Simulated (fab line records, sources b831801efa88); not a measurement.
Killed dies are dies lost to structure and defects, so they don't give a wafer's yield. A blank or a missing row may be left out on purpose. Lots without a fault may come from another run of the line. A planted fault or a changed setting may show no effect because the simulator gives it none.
fab line records | flow sky130
record lots=5 wafers=15 last_day=50
route steps=708 shown VIA1@462 METAL2@483
lots that met no fault: from a run of the same line without faults
start_h: hours from the record's first day to the start of the lot's first wafer shown | wait_h: hours since the lot's step before | " the same as in the row above | L1.1+2: a row that stands for several wafers | - no value, or no start given | * or withheld: withheld | < > ~ a bound
route shown NAME@n: a module of which the file shows steps, and the number in the route of the first | usual: mean/standard deviation of fault-free wafers | same: alike in all rows | chamber/n: place in a boat | sites: the reading at each site | _std_site: their standard deviation | _edge_site: outer sites' mean less inner sites' | radius_mm: how far each site lies from the wafer's centre | mask NAME#n: copy n | behind: the tool/chamber that last shaped the wafer | hold: why the lot was held/for how many hours/how that ended | device: the transistor (n, p or np) that didn't switch | end of line: the same wafers' tests at the end of the route | a step without rows: its recipe alone | killed: dies lost to structure and defects at the first sort, not the wafer's yield | map: a wafer's dies, x killed, . not, _ none there
set.NAME: the setting as run; set.NAME@STEP: as run at that earlier step | model.NAME: the simulator's own value behind a step, which no gauge read
lots at some steps of the route; a table a step, a row a wafer
services: from which hour (start_h, from the record's first day; less than 0 if before it) a tool's chamber was out of use, for how many hours, and why
## steps
# step SKY_VIA1_DEHYDRATE_04
# recipe temp_c=200 time_s=60
# usual resist_line_temp_C=22.98/0.11
# columns lot.wafer tool chamber start_h wait_h resist_line_temp_C
L077.1 litho_track-03 0 810.75 13.3 23.06
L077.3 " 0 " " 22.93
L077.4 " 0 " " 23.00
L084.2 litho_track-04 0 860.51 12.9 22.90
L084.3 " 0 " " 23.03
L084.4 " 0 " " 22.92
L086.1 litho_track-01 0 869.74 12.6 23.03
L086.3 " 0 " " 22.80
L086.4 " 0 " " 22.91
L088.2 litho_track-04 0 887.26 12.2 22.86
L088.4 " 0 " " 22.83
L088.5 " 0 " " 22.84
L097.1 litho_track-03 0 948.75 11.6 23.02
L097.2 " 0 " " 22.91
L097.3 " 0 " " 22.97
# step SKY_VIA1_HMDS_05
# recipe prime_time_s=60 prime_temp_c=120
# usual resist_line_temp_C=23.01/0.11
# columns lot.wafer tool chamber start_h wait_h resist_line_temp_C
L077.1 litho_track-03 0 810.90 0.1 23.06
L077.3 " 0 " " 23.06
L077.4 " 0 " " 23.02
L084.2 litho_track-04 0 860.66 0.1 23.11
L084.3 " 0 " " 23.10
L084.4 " 0 " " 22.99
L086.1 litho_track-01 0 869.89 0.1 22.98
L086.3 " 0 " " 23.09
L086.4 " 0 " " 22.87
L088.2 litho_track-04 0 887.41 0.1 23.07
L088.4 " 0 " " 23.09
L088.5 " 0 " " 23.06
L097.1 litho_track-03 0 948.90 0.1 22.89
L097.2 " 0 " " 22.89
L097.3 " 0 " " 22.84
# step SKY_VIA1_COAT_06
# recipe resist=BARC temp_c=withheld time_s=withheld spin_rpm=3000 resist_thk_nm=60
# usual resist_line_temp_C=*
# columns lot.wafer tool chamber start_h wait_h resist_line_temp_C
L077.1 litho_track-03 0 811.05 0.1 *
L077.3 " 0 " " *
L077.4 " 0 " " *
L084.2 litho_track-04 0 860.81 0.1 *
L084.3 " 0 " " *
L084.4 " 0 " " *
L086.1 litho_track-01 0 870.04 0.1 *
L086.3 " 0 " " *
L086.4 " 0 " " *
L088.2 litho_track-04 0 887.56 0.1 *
L088.4 " 0 " " *
L088.5 " 0 " " *
L097.1 litho_track-03 0 949.05 0.1 *
L097.2 " 0 " " *
L097.3 " 0 " " *
# step SKY_VIA1_COAT_07
# recipe resist=KrF-thick spin_rpm=3000 resist_thk_nm=450
# usual resist_line_temp_C=23.02/0.1
# columns lot.wafer tool chamber start_h wait_h resist_line_temp_C
L077.1 litho_track-03 0 - - 22.83
L077.3 " 0 " " 23.02
L077.4 " 0 " " 23.01
L084.2 litho_track-04 0 - - 23.08
L084.3 " 0 " " 22.91
L084.4 " 0 " " 23.09
L086.1 litho_track-01 0 - - 23.08
L086.3 " 0 " " 23.02
L086.4 " 0 " " 22.96
L088.2 litho_track-04 0 - - 23.12
L088.4 " 0 " " 23.18
L088.5 " 0 " " 23.11
L097.1 litho_track-03 0 - - 22.86
L097.2 " 0 " " 22.97
L097.3 " 0 " " 22.92
# step SKY_VIA1_SOFTBAKE_08
# recipe temp_c=101 time_s=90 resist=KrF-thick
# usual resist_line_temp_C=23.00/0.1
# columns lot.wafer tool chamber start_h wait_h resist_line_temp_C
L077.1 litho_track-03 0 - - 22.97
L077.3 " 0 " " 22.90
L077.4 " 0 " " 22.96
L084.2 litho_track-04 0 - - 23.16
L084.3 " 0 " " 23.09
L084.4 " 0 " " 23.00
L086.1 litho_track-01 0 - - 22.99
L086.3 " 0 " " 23.03
L086.4 " 0 " " 23.09
L088.2 litho_track-04 0 - - 22.83
L088.4 " 0 " " 22.89
L088.5 " 0 " " 22.90
L097.1 litho_track-03 0 - - 22.73
L097.2 " 0 " " 22.84
L097.3 " 0 " " 22.84
# step SKY_VIA1_EXPOSE_09
# recipe mask_id=VIM na=0.8 source_shape=annular sigma_inner=0.55 sigma_outer=0.85 target_cd_nm=150 dose_mj=38
# usual reticle_temp_C=23.00/0.11
# same sigma_inner=0.55
# columns lot.wafer tool chamber start_h wait_h mask reticle_temp_C
L077.1 krf_scanner-01 0 - - VIM#0 23.12
L077.3 " 0 " " VIM#0 22.97
L077.4 " 0 " " VIM#0 22.98
L084.2 krf_scanner-01 0 - - VIM#0 23.06
L084.3 " 0 " " VIM#0 23.16
L084.4 " 0 " " VIM#0 23.12
L086.1 krf_scanner-02 0 - - VIM#0 22.88
L086.3 " 0 " " VIM#0 22.99
L086.4 " 0 " " VIM#0 22.95
L088.2 krf_scanner-01 0 - - VIM#0 23.08
L088.4 " 0 " " VIM#0 23.21
L088.5 " 0 " " VIM#0 23.19
L097.1 krf_scanner-02 0 - - VIM#0 23.08
L097.2 " 0 " " VIM#0 23.01
L097.3 " 0 " " VIM#0 22.90
# step SKY_VIA1_PEB_10
# recipe peb_temp_c=withheld peb_time_s=withheld resist=KrF-thick
# usual resist_line_temp_C=*
# columns lot.wafer tool chamber start_h wait_h resist_line_temp_C
L077.1 litho_track-04 0 - - *
L077.3 " 0 " " *
L077.4 " 0 " " *
L084.2 litho_track-04 0 - - *
L084.3 " 0 " " *
L084.4 " 0 " " *
L086.1 litho_track-03 0 - - *
L086.3 " 0 " " *
L086.4 " 0 " " *
L088.2 litho_track-04 0 - - *
L088.4 " 0 " " *
L088.5 " 0 " " *
L097.1 litho_track-04 0 - - *
L097.2 " 0 " " *
L097.3 " 0 " " *
# step SKY_VIA1_DEVELOP_11
# recipe develop_time_s=60 resist=KrF-thick dev_temp_c=21
# usual resist_line_temp_C=23.03/0.1
# columns lot.wafer tool chamber start_h wait_h resist_line_temp_C
L077.1 litho_track-04 0 - - 23.00
L077.3 " 0 " " 22.87
L077.4 " 0 " " 22.95
L084.2 litho_track-04 0 - - 22.93
L084.3 " 0 " " 22.96
L084.4 " 0 " " 22.85
L086.1 litho_track-03 0 - - 23.12
L086.3 " 0 " " 22.95
L086.4 " 0 " " 22.92
L088.2 litho_track-04 0 - - 22.92
L088.4 " 0 " " 22.91
L088.5 " 0 " " 22.94
L097.1 litho_track-04 0 - - 23.11
L097.2 " 0 " " 23.06
L097.3 " 0 " " 23.03
# step SKY_VIA1_CD_MEAS_12
# recipe target_cd_nm=150
# usual cd_nm=149.7/1.7
# columns lot.wafer tool chamber start_h wait_h cd_nm
L077.1 cd_sem-02 - 824.23 - 152.5
L077.3 " - " " 150.7
L077.4 " - " " 151.3
L084.2 cd_sem-02 - 874.10 - 150.3
L084.3 " - " " 147.7
L084.4 " - " " 149.6
L086.1 cd_sem-01 - 883.10 - 148.8
L086.3 " - " " 149.0
L086.4 " - " " 148.0
L088.2 cd_sem-01 - 901.00 - 150.0
L088.4 " - " " 149.9
L088.5 " - " " 149.0
L097.1 cd_sem-02 - 961.88 - 154.1
L097.2 " - " " 152.1
L097.3 " - " " 153.3
# step SKY_VIA1_OVL_MEAS_13
# usual VIA1_OVL=0/6
# columns lot.wafer tool chamber start_h wait_h VIA1_OVL[nm]
L077.1 overlay-01 - 824.35 0.1 -4
L077.3 " - " " -6
L077.4 " - " " -7
L084.2 overlay-01 - 874.21 0.1 -6
L084.3 " - " " -1
L084.4 " - " " -12
L086.1 overlay-02 - 883.22 0.1 -1
L086.3 " - " " 5
L086.4 " - " " -3
L088.2 overlay-01 - 901.11 0.1 -5
L088.4 " - " " -4
L088.5 " - " " 2
L097.1 overlay-01 - 962.00 0.1 1
L097.2 " - " " 13
L097.3 " - " " 0
# step SKY_VIA1_ETCH_14
# recipe chemistry=N2/H2 target=BARC ion_energy_ev=200 source_w=500 bias_w=100 pressure_mtorr=30 n2_flow_sccm=100 h2_flow_sccm=200 stop_on=SiO2 time_s=45.9 target_depth_a=600
# usual drypump_motor_current_A=5.5/0.42 oes_product_au=0.855/0.005 throttle_valve_pct=13.224/0.0092
# columns lot.wafer tool chamber start_h wait_h drypump_motor_current_A oes_product_au rf_hours_counter_h throttle_valve_pct
L077.1 rie_diel-01 1 824.39 0.0 6.2 0.856 4 13.218
L077.3 " 2 " " 4.9 0.857 18 13.233
L077.4 " 0 " " 5.7 0.850 33 13.226
L084.2 rie_diel-02 2 874.24 0.0 5.6 0.853 16 13.233
L084.3 " 1 " " 5.8 0.854 2 13.224
L084.4 " 1 " " 5.9 0.858 - 13.233
L086.1 rie_diel-03 3 883.26 0.0 5.0 0.853 2 13.241
L086.3 " 2 " " 6.0 0.850 9 13.220
L086.4 " 1 " " 5.0 0.860 10 13.223
L088.2 rie_diel-02 2 901.14 0.0 5.6 0.858 17 13.221
L088.4 " 3 " " 5.3 0.857 14 13.230
L088.5 " 3 " " 5.3 0.858 - 13.227
L097.1 rie_diel-03 2 962.04 0.0 6.0 0.860 11 13.227
L097.2 " 3 " " 5.0 0.859 4 13.237
L097.3 " 1 " " 5.1 0.850 13 13.234
# step SKY_VIA1_ETCH_15
# recipe target=SiO2 chemistry=C4F8/O2/Ar target_depth_nm=351 stop_on=TiN mask_material=KrF-thick source_w=1500 bias_w=1200 pressure_mtorr=40 c4f8_flow_sccm=withheld O2_flow_sccm=6 Ar_flow_sccm=300 time_s=54
# usual oes_product_au=0.981/0.0062
# columns lot.wafer tool chamber start_h wait_h oes_product_au rf_hours_counter_h
L077.1 rie_diel-01 1 824.43 0.0 0.989 4
L077.3 " 2 " " 0.984 18
L077.4 " 0 " " 0.967 33
L084.2 rie_diel-02 2 874.28 0.0 0.989 16
L084.3 " 1 " " 0.981 2
L084.4 " 1 " " 0.976 -
L086.1 rie_diel-03 3 883.30 0.0 0.984 2
L086.3 " 2 " " 0.975 9
L086.4 " 1 " " 0.979 10
L088.2 rie_diel-02 2 901.18 0.0 0.979 17
L088.4 " 3 " " 0.984 14
L088.5 " 3 " " 0.992 -
L097.1 rie_diel-03 2 962.08 0.0 0.974 11
L097.2 " 3 " " 0.984 4
L097.3 " 1 " " 0.989 13
# step SKY_VIA1_STRIP_16
# recipe chemistry=O2/N2 power_w=1400 pressure_mtorr=1500 platen_temp_c=withheld o2_flow_sccm=3000 n2_flow_sccm=300 overash_fraction=0.5
# usual drypump_motor_current_A=5.6/0.47 oes_product_au=0.415/0.0049 strip_time_to_endpoint_s=4.453/0.029
# columns lot.wafer tool chamber start_h wait_h drypump_motor_current_A oes_product_au rf_hours_counter_h strip_time_to_endpoint_s
L077.1 plasma_asher-01 0 824.48 0.0 5.2 0.418 106 4.439
L077.3 " 1 " " 5.4 0.416 - 4.449
L077.4 " 0 " " 5.3 0.414 - 4.501
L084.2 plasma_asher-01 1 874.33 0.0 5.4 0.416 111 4.428
L084.3 " 1 " " 5.4 0.413 - 4.444
L084.4 " 0 " " 5.3 0.419 - 4.446
L086.1 plasma_asher-03 1 883.35 0.0 6.7 0.410 45 4.478
L086.3 " 1 " " 6.7 0.414 - 4.493
L086.4 " 0 " " 5.7 0.422 - 4.482
L088.2 plasma_asher-03 1 901.23 0.0 6.6 0.417 47 4.467
L088.4 " 1 " " 6.6 0.412 - 4.419
L088.5 " 1 " " 6.7 0.414 - 4.414
L097.1 plasma_asher-04 0 962.13 0.0 6.2 0.419 17 4.466
L097.2 " 1 " " 6.3 0.415 17 4.485
L097.3 " 0 " " 6.2 0.409 - 4.475
# step SKY_VIA1_STRIP_17
# recipe chemistry=post_etch_residue_remover time_s=1200 temp_c=72.5
# usual bath_heat_duty_pct=14.6/0.98
# columns lot.wafer tool chamber start_h wait_h bath_heat_duty_pct
L077.1 wet_bench-01 1 824.58 0.1 15.4
L077.3 " 1 " " 15.6
L077.4 " 1 " " 14.2
L084.2 wet_bench-04 1 874.43 0.1 14.3
L084.3 " 1 " " 15.1
L084.4 " 1 " " 16.1
L086.1 wet_bench-01 1 883.45 0.1 14.3
L086.3 " 1 " " 16.0
L086.4 " 1 " " 15.9
L088.2 wet_bench-01 0 901.33 0.1 14.2
L088.4 " 0 " " 14.5
L088.5 " 0 " " 15.0
L097.1 wet_bench-02 2 962.23 0.1 13.6
L097.2 " 2 " " 13.2
L097.3 " 2 " " 14.3
# step SKY_VIA1_CLEAN_18
# recipe chemistry=IPA time_s=180 temp_c=25
# usual bath_heat_duty_pct=6.5/0.58
# columns lot.wafer tool chamber start_h wait_h bath_heat_duty_pct
L077.1 wet_bench-04 1 824.92 0.0 6.2
L077.3 " 1 " " 5.8
L077.4 " 1 " " 6.6
L084.2 wet_bench-01 0 874.80 0.0 6.8
L084.3 " 0 " " 6.3
L084.4 " 0 " " 6.2
L086.1 wet_bench-02 3 883.79 0.0 7.0
L086.3 " 3 " " 6.1
L086.4 " 3 " " 6.1
L088.2 wet_bench-04 2 901.67 0.0 6.3
L088.4 " 2 " " 6.5
L088.5 " 2 " " 6.1
L097.1 wet_bench-02 0 962.60 0.0 6.8
L097.2 " 0 " " 7.1
L097.3 " 0 " " 6.9
# step SKY_VIA1_CLEAN_19
# recipe chemistry=O3/DIW dry=n2_spin
# columns lot.wafer tool chamber start_h wait_h
L077.1+3+4 wet_bench-02 0 824.98 0.0
L084.2+3+4 wet_bench-02 1 874.86 0.0
L086.1+3+4 wet_bench-04 3 883.85 0.0
L088.2+4+5 wet_bench-01 3 901.73 0.0
L097.1+2+3 wet_bench-02 3 962.66 0.0
# step SKY_VIA1_SPUTTER_20
# recipe material=TiN target_thk_nm=20 chamber_pressure_pa=5 power_w=4000 time_s=80
# usual throttle_valve_pct=30.8/0.83
# columns lot.wafer tool chamber start_h wait_h throttle_valve_pct
L077.1 pvd_sputter-03 - 825.08 0.0 30.3
L077.3 " - " " 29.5
L077.4 " - " " 33.1
L084.2 pvd_sputter-03 - 874.95 0.0 32.8
L084.3 " - " " 29.9
L084.4 " - " " 30.6
L086.1 pvd_sputter-03 - 883.94 0.0 33.0
L086.3 " - " " 32.4
L086.4 " - " " 29.7
L088.2 pvd_sputter-04 - 901.82 0.0 29.5
L088.4 " - " " 31.2
L088.5 " - " " 31.1
L097.1 pvd_sputter-04 - 962.76 0.0 31.0
L097.2 " - " " 30.8
L097.3 " - " " 29.9
# step SKY_VIA1_CVD_21
# recipe material=W target_thk_nm=270 time_s=80.902 temp_c=400 pressure_torr=38.32
# usual heater_power_w=802/55
# columns lot.wafer tool chamber start_h wait_h heater_power_w
L077.1 cvd_w-02 1 825.14 0.0 787
L077.3 " 1 " " 813
L077.4 " 0 " " 839
L084.2 cvd_w-02 0 875.02 0.0 841
L084.3 " 0 " " 835
L084.4 " 1 " " 802
L086.1 cvd_w-02 1 884.00 0.0 790
L086.3 " 1 " " 800
L086.4 " 0 " " 814
L088.2 cvd_w-02 0 901.88 0.0 841
L088.4 " 1 " " 765
L088.5 " 1 " " 799
L097.1 cvd_w-01 0 962.83 0.0 859
L097.2 " 1 " " 734
L097.3 " 1 " " 744
# step SKY_VIA1_RS_MEAS_22
# recipe thk_meas_gauge=four-point-probe reads=W_of_VIA1_CVD_21+TiN_of_VIA1_SPUTTER_20
# usual VIA1_W_RS=0.439/0.0048
# columns lot.wafer tool chamber start_h wait_h VIA1_W_RS[ohm/sq]
L077.1 film_metro-04 - 825.23 0.1 0.437
L077.3 " - " " 0.439
L077.4 " - " " 0.436
L084.2 film_metro-03 - 875.13 0.1 0.433
L084.3 " - " " 0.438
L084.4 " - " " 0.440
L086.1 film_metro-03 - 884.09 0.1 0.441
L086.3 " - " " 0.443
L086.4 " - " " 0.441
L088.2 film_metro-04 - 901.99 0.1 0.438
L088.4 " - " " 0.445
L088.5 " - " " 0.446
L097.1 film_metro-03 - 962.92 0.1 0.435
L097.2 " - " " 0.432
L097.3 " - " " 0.439
# step SKY_VIA1_THK_MEAS_23
# recipe thk_meas_gauge=xrf reads=W_of_VIA1_CVD_21
# usual VIA1_W_THK=259.7/2.9
# columns lot.wafer tool chamber start_h wait_h VIA1_W_THK[nm]
L077.1 film_metro-04 - 825.35 0.1 257.9
L077.3 " - " " 255.1
L077.4 " - " " 257.1
L084.2 film_metro-03 - 875.24 0.1 264.1
L084.3 " - " " 261.9
L084.4 " - " " 260.0
L086.1 film_metro-03 - 884.21 0.1 259.1
L086.3 " - " " 258.9
L086.4 " - " " 260.2
L088.2 film_metro-04 - 902.10 0.1 258.9
L088.4 " - " " 254.6
L088.5 " - " " 255.1
L097.1 film_metro-03 - 963.04 0.1 259.2
L097.2 " - " " 260.7
L097.3 " - " " 256.0
# step SKY_VIA1_CMP_24
# recipe stop_on=SiO2 t_overpolish_s=15 down_force_psi=3.5 platen_rpm=60 target_thk_nm=0 pad_velocity_m_s=0.94248
# usual motor_current_A=11.4/1.1 overpolish_run_s=15.000/0.01 time_to_endpoint_s=61/4.9
# same t_overpolish_s=15
# columns lot.wafer tool chamber start_h wait_h motor_current_A overpolish_run_s time_to_endpoint_s
L077.4 cmp-01 2 825.41 0.0 10.7 14.995 64
L077.1 " 3 " " 10.5 15.002 57
L077.3 " 1 " " 12.3 14.991 57
L084.4 cmp-02 3 875.29 0.0 12.6 15.005 66
L084.2 " 0 " " 12.1 14.996 70
L084.3 " 2 " " 11.5 14.994 60
L086.4 cmp-01 2 884.27 0.0 10.3 14.989 68
L086.3 " 3 " " 9.9 14.993 58
L086.1 " 0 " " 10.7 15.005 55
L088.2 cmp-02 0 902.37 0.3 12.4 14.992 69
L088.4 " 2 " " 11.8 14.989 59
L088.5 " 3 " " 11.6 15.008 64
L097.1 cmp-01 0 963.32 0.3 10.8 15.007 56
L097.3 " 1 " " 13.3 15.006 60
L097.2 " 3 " " 9.9 14.999 63
# step SKY_METAL2_SPUTTER_00
# recipe material=Ti target_thk_nm=15 power_w=3000 time_s=10 chamber_pressure_pa=0.4
# usual throttle_valve_pct=30.7/1.1
# columns lot.wafer tool chamber start_h wait_h throttle_valve_pct
L077.1 pvd_sputter-04 - 825.71 0.2 31.4
L077.3 " - " " 31.2
L077.4 " - " " 30.9
L084.2 pvd_sputter-04 - 875.59 0.2 31.0
L084.3 " - " " 29.9
L084.4 " - " " 31.4
L086.1 pvd_sputter-04 - 884.57 0.1 31.5
L086.3 " - " " 31.0
L086.4 " - " " 30.6
L088.2 pvd_sputter-04 - 902.62 0.2 31.5
L088.4 " - " " 30.9
L088.5 " - " " 31.0
L097.1 pvd_sputter-03 - 963.62 0.2 29.7
L097.2 " - " " 31.9
L097.3 " - " " 30.5
# step SKY_METAL2_SPUTTER_01
# recipe material=TiN target_thk_nm=20 power_w=6500 time_s=16.7 chamber_pressure_pa=0.4
# usual throttle_valve_pct=30.7/1.1
# columns lot.wafer tool chamber start_h wait_h throttle_valve_pct
L077.1 pvd_sputter-04 - 825.73 0.0 31.2
L077.3 " - " " 31.5
L077.4 " - " " 30.7
L084.2 pvd_sputter-04 - 875.61 0.0 31.4
L084.3 " - " " 29.6
L084.4 " - " " 31.2
L086.1 pvd_sputter-04 - 884.60 0.0 31.1
L086.3 " - " " 31.6
L086.4 " - " " 30.7
L088.2 pvd_sputter-04 - 902.64 0.0 31.4
L088.4 " - " " 31.2
L088.5 " - " " 30.8
L097.1 pvd_sputter-03 - 963.64 0.0 29.7
L097.2 " - " " 32.3
L097.3 " - " " 30.6
# step SKY_METAL2_SPUTTER_02
# recipe material=AlCu target_thk_nm=250 power_w=10600 time_s=13.3 chamber_pressure_pa=0.4
# usual throttle_valve_pct=30.7/1.1
# columns lot.wafer tool chamber start_h wait_h throttle_valve_pct
L077.1 pvd_sputter-04 - 825.76 0.0 31.3
L077.3 " - " " 31.4
L077.4 " - " " 31.1
L084.2 pvd_sputter-04 - 875.64 0.0 31.4
L084.3 " - " " 30.0
L084.4 " - " " 31.2
L086.1 pvd_sputter-04 - 884.62 0.0 31.3
L086.3 " - " " 31.5
L086.4 " - " " 30.9
L088.2 pvd_sputter-04 - 902.66 0.0 31.5
L088.4 " - " " 30.6
L088.5 " - " " 30.6
L097.1 pvd_sputter-03 - 963.67 0.0 29.5
L097.2 " - " " 32.1
L097.3 " - " " 30.5
# step SKY_METAL2_SPUTTER_03
# recipe material=Ti target_thk_nm=5 power_w=3000 time_s=3.3 chamber_pressure_pa=0.4
# usual throttle_valve_pct=30.7/1.1
# columns lot.wafer tool chamber start_h wait_h throttle_valve_pct
L077.1 pvd_sputter-04 - 825.78 0.0 31.2
L077.3 " - " " 31.4
L077.4 " - " " 30.9
L084.2 pvd_sputter-04 - 875.66 0.0 31.1
L084.3 " - " " 29.7
L084.4 " - " " 31.3
L086.1 pvd_sputter-04 - 884.65 0.0 31.3
L086.3 " - " " 31.3
L086.4 " - " " 30.9
L088.2 pvd_sputter-04 - 902.69 0.0 31.1
L088.4 " - " " 30.9
L088.5 " - " " 31.0
L097.1 pvd_sputter-03 - 963.69 0.0 29.5
L097.2 " - " " 32.1
L097.3 " - " " 30.4
# step SKY_METAL2_SPUTTER_04
# recipe material=TiN target_thk_nm=70 power_w=6500 time_s=58.3 chamber_pressure_pa=0.4
# usual throttle_valve_pct=30.7/1.1
# columns lot.wafer tool chamber start_h wait_h throttle_valve_pct
L077.1 pvd_sputter-04 - 825.80 0.0 30.9
L077.3 " - " " 31.5
L077.4 " - " " 30.6
L084.2 pvd_sputter-04 - 875.68 0.0 31.4
L084.3 " - " " 29.6
L084.4 " - " " 31.1
L086.1 pvd_sputter-04 - 884.66 0.0 31.4
L086.3 " - " " 31.3
L086.4 " - " " 30.7
L088.2 pvd_sputter-04 - 902.71 0.0 31.5
L088.4 " - " " 31.0
L088.5 " - " " 30.5
L097.1 pvd_sputter-03 - 963.71 0.0 30.0
L097.2 " - " " 32.2
L097.3 " - " " 30.7
# step SKY_METAL2_RS_MEAS_05
# recipe thk_meas_gauge=four-point-probe reads=TiN_of_METAL2_SPUTTER_04+Ti_of_METAL2_SPUTTER_03+AlCu_of_METAL2_SPUTTER_02+TiN_of_METAL2_SPUTTER_01+Ti_of_METAL2_SPUTTER_00
# usual METAL2_ALCU_RS=0.1274/0.0019
# columns lot.wafer tool chamber start_h wait_h METAL2_ALCU_RS[ohm/sq]
L077.1 film_metro-01 - 825.85 0.0 0.1263
L077.3 " - " " 0.1295
L077.4 " - " " 0.1262
L084.2 film_metro-01 - 875.75 0.0 0.1243
L084.3 " - " " 0.1283
L084.4 " - " " 0.1276
L086.1 film_metro-03 - 884.71 0.0 0.1277
L086.3 " - " " 0.1235
L086.4 " - " " 0.1248
L088.2 film_metro-03 - 902.78 0.0 0.1235
L088.4 " - " " 0.1254
L088.5 " - " " 0.1254
L097.1 film_metro-01 - 963.76 0.0 0.1274
L097.2 " - " " 0.1275
L097.3 " - " " 0.1294
# step SKY_METAL2_THK_MEAS_06
# recipe thk_meas_gauge=xrf reads=AlCu_of_METAL2_SPUTTER_02
# usual METAL2_ALCU_THK=245/3.7
# columns lot.wafer tool chamber start_h wait_h METAL2_ALCU_THK[nm]
L077.1 film_metro-01 - 825.97 0.1 245
L077.3 " - " " 239
L077.4 " - " " 247
L084.2 film_metro-01 - 875.86 0.1 251
L084.3 " - " " 243
L084.4 " - " " 242
L086.1 film_metro-03 - 884.83 0.1 245
L086.3 " - " " 251
L086.4 " - " " 249
L088.2 film_metro-03 - 902.89 0.1 255
L088.4 " - " " 251
L088.5 " - " " 250
L097.1 film_metro-01 - 963.88 0.1 244
L097.2 " - " " 244
L097.3 " - " " 240
# step SKY_METAL2_DEHYDRATE_07
# recipe temp_c=200 time_s=60
# usual resist_line_temp_C=22.96/0.1
# columns lot.wafer tool chamber start_h wait_h resist_line_temp_C
L077.1 litho_track-04 0 839.13 13.2 22.89
L077.3 " 0 " " 22.89
L077.4 " 0 " " 22.89
L084.2 litho_track-02 0 887.81 11.9 23.02
L084.3 " 0 " " 22.85
L084.4 " 0 " " 23.02
L086.1 litho_track-02 0 897.29 12.4 22.92
L086.3 " 0 " " 23.06
L086.4 " 0 " " 22.87
L088.2 litho_track-02 0 914.86 12.0 23.05
L088.4 " 0 " " 22.77
L088.5 " 0 " " 22.86
L097.1 litho_track-04 0 975.63 11.7 23.03
L097.2 " 0 " " 22.84
L097.3 " 0 " " 23.06
# step SKY_METAL2_HMDS_08
# recipe prime_time_s=60 prime_temp_c=120
# usual resist_line_temp_C=23.01/0.1
# columns lot.wafer tool chamber start_h wait_h resist_line_temp_C
L077.1 litho_track-04 0 839.28 0.1 23.02
L077.3 " 0 " " 23.04
L077.4 " 0 " " 23.17
L084.2 litho_track-02 0 887.96 0.1 23.08
L084.3 " 0 " " 22.99
L084.4 " 0 " " 23.10
L086.1 litho_track-02 0 897.44 0.1 22.98
L086.3 " 0 " " 23.15
L086.4 " 0 " " 22.92
L088.2 litho_track-02 0 915.01 0.1 23.01
L088.4 " 0 " " 22.98
L088.5 " 0 " " 23.03
L097.1 litho_track-04 0 975.78 0.1 23.06
L097.2 " 0 " " 23.09
L097.3 " 0 " " 22.98
# step SKY_METAL2_COAT_09
# recipe resist=BARC temp_c=withheld time_s=withheld spin_rpm=3000 resist_thk_nm=60
# usual resist_line_temp_C=*
# columns lot.wafer tool chamber start_h wait_h resist_line_temp_C
L077.1 litho_track-04 0 839.43 0.1 *
L077.3 " 0 " " *
L077.4 " 0 " " *
L084.2 litho_track-02 0 888.11 0.1 *
L084.3 " 0 " " *
L084.4 " 0 " " *
L086.1 litho_track-02 0 897.59 0.1 *
L086.3 " 0 " " *
L086.4 " 0 " " *
L088.2 litho_track-02 0 915.16 0.1 *
L088.4 " 0 " " *
L088.5 " 0 " " *
L097.1 litho_track-04 0 975.93 0.1 *
L097.2 " 0 " " *
L097.3 " 0 " " *
# step SKY_METAL2_COAT_10
# recipe resist=KrF-thick spin_rpm=3000 resist_thk_nm=450
# usual resist_line_temp_C=23.01/0.099
# columns lot.wafer tool chamber start_h wait_h resist_line_temp_C
L077.1 litho_track-04 0 - - 22.95
L077.3 " 0 " " 23.05
L077.4 " 0 " " 23.05
L084.2 litho_track-02 0 - - 22.90
L084.3 " 0 " " 22.69
L084.4 " 0 " " 23.05
L086.1 litho_track-02 0 - - 23.09
L086.3 " 0 " " 23.00
L086.4 " 0 " " 23.02
L088.2 litho_track-02 0 - - 23.07
L088.4 " 0 " " 22.90
L088.5 " 0 " " 23.11
L097.1 litho_track-04 0 - - 23.11
L097.2 " 0 " " 22.99
L097.3 " 0 " " 23.03
# step SKY_METAL2_SOFTBAKE_11
# recipe temp_c=100 time_s=90 resist=KrF-thick
# usual resist_line_temp_C=22.96/0.1
# columns lot.wafer tool chamber start_h wait_h resist_line_temp_C
L077.1 litho_track-04 0 - - 23.01
L077.3 " 0 " " 23.07
L077.4 " 0 " " 23.21
L084.2 litho_track-02 0 - - 23.02
L084.3 " 0 " " 23.02
L084.4 " 0 " " 23.07
L086.1 litho_track-02 0 - - 23.04
L086.3 " 0 " " 23.20
L086.4 " 0 " " 23.05
L088.2 litho_track-02 0 - - 23.11
L088.4 " 0 " " 22.91
L088.5 " 0 " " 22.89
L097.1 litho_track-04 0 - - 23.01
L097.2 " 0 " " 22.90
L097.3 " 0 " " 22.85
# step SKY_METAL2_EXPOSE_12
# recipe mask_id=MM2 na=0.8 source_shape=annular sigma_inner=0.55 sigma_outer=0.85 target_cd_nm=140 dose_mj=28
# usual reticle_temp_C=22.99/0.11
# same sigma_inner=0.55
# columns lot.wafer tool chamber start_h wait_h mask reticle_temp_C
L077.1 krf_scanner-02 0 - - MM2#0 22.86
L077.3 " 0 " " MM2#0 22.94
L077.4 " 0 " " MM2#0 23.04
L084.2 krf_scanner-02 0 - - MM2#0 22.99
L084.3 " 0 " " MM2#0 22.97
L084.4 " 0 " " MM2#0 23.17
L086.1 krf_scanner-02 0 - - MM2#0 22.84
L086.3 " 0 " " MM2#0 23.09
L086.4 " 0 " " MM2#0 23.01
L088.2 krf_scanner-02 0 - - MM2#0 22.99
L088.4 " 0 " " MM2#0 23.12
L088.5 " 0 " " MM2#0 23.19
L097.1 krf_scanner-02 0 - - MM2#0 23.03
L097.2 " 0 " " MM2#0 22.87
L097.3 " 0 " " MM2#0 23.09
## services
# columns tool chamber start_h hours kind
cvd_w-02 - 798.05 0.4 repair
pvd_sputter-03 - 823.27 1.2 repair
krf_scanner-01 - 823.94 1.0 pm
krf_scanner-02 - 827.94 0.4 repair
cvd_w-02 1 834.67 4.6 repair
rie_diel-02 3 854.72 22.4 repair
rie_diel-02 1 856.98 4.5 repair
cvd_w-02 - 867.41 0.7 repair
wet_bench-02 - 885.45 20.1 repair
pvd_sputter-03 - 896.23 9.7 repair
krf_scanner-02 - 899.96 1.3 pm
cvd_w-02 - 904.07 14.0 pm
rie_diel-03 2 905.86 3.7 repair
wet_bench-04 - 913.40 1.1 repair
krf_scanner-02 - 916.83 1.0 pm
krf_scanner-02 - 928.60 0.6 repair
rie_diel-02 - 928.71 2.8 pm
krf_scanner-02 - 929.84 0.8 pm
krf_scanner-02 - 936.88 1.6 repair
rie_diel-02 0 947.24 4.7 repair
rie_diel-03 1 964.69 8.6 repair
pvd_sputter-03 - 964.83 8.9 repair
pvd_sputter-04 - 973.51 3.5 repair
cvd_w-02 0 975.87 4.4 repair
## key
fault none
